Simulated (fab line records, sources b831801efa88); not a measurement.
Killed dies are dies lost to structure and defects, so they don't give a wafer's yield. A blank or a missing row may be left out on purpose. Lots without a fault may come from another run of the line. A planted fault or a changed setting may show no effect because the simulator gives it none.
One fault seen from 2 desks | flow sky130 | each desk has only its own numbers; what lay behind them comes last

THE METROLOGY DESK
What the gauges read, lot by lot, whatever tool the lot ran on: means of the sampled wafers that have a number. A lot is out of limits, marked OUT, if its mean lies more than 4 standard deviations from the usual mean; the brackets give that distance.
Columns: A = PASSIVATION_CVD_02_THK at SKY_PASSIVATION_THK_MEAS_03, usual 540 nm
lot  | first seen here | A
L650 | day 44 01:21    | 539
L651 | day 44 13:39    | 541
L652 | day 44 14:37    | 544
L653 | day 45 02:42    | 531
L655 | day 45 07:22    | 540
L654 | day 45 11:23    | 539
L656 | day 45 17:55    | 540
L657 | day 46 02:04    | 531
L662 | day 48 00:34    | 975 (+68) OUT
L668 | day 48 14:10    | 971 (+67) OUT
L671 | day 49 03:33    | 543
L672 | day 49 07:31    | 539
This desk's finding: out of limits on L662, L668; first on L662, day 48 00:34 (PASSIVATION_CVD_02_THK at SKY_PASSIVATION_THK_MEAS_03). In limits: L650, L651, L652, L653, L655, L654, L656, L657, L671, L672.

THE TOOL OWNER'S DESK: pecvd-01
The tool's own readings at SKY_PASSIVATION_CVD_02 (deposits Si3N4, target thk 540 nm): means of the sampled wafers that have a number, for each lot that ran on this tool. A lot is out of limits, marked OUT, if its mean lies more than 4 standard deviations from the usual mean; the brackets give that distance.
Columns: A = heater_power_w at SKY_PASSIVATION_CVD_02, usual 682 W
lot  | first seen here | A
L650 | day 44 01:07    | 768
L655 | day 45 07:07    | 648
L654 | day 45 11:08    | 582
L662 | day 48 00:20    | 776
L668 | day 48 13:57    | 740
This desk's finding: nothing out of limits on any of the 5 lots.

PUT TOGETHER
The metrology desk could have raised an alarm at day 48 00:34, on L662, L668.
The tool owner's desk saw nothing out of limits.
The tool owner's desk has L662, L668 on record, within its limits.
Of the lots named, all ran SKY_PASSIVATION_CVD_02 on pecvd-01.

WHAT THE SIMULATOR HAD PUT IN
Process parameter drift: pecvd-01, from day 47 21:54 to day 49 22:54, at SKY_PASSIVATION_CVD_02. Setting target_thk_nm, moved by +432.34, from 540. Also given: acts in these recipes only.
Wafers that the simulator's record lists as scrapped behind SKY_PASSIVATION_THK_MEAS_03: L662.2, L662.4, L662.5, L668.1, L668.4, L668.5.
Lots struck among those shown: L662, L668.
Hours from the fault's start to each desk's first reading out of limits: the metrology desk, 3.
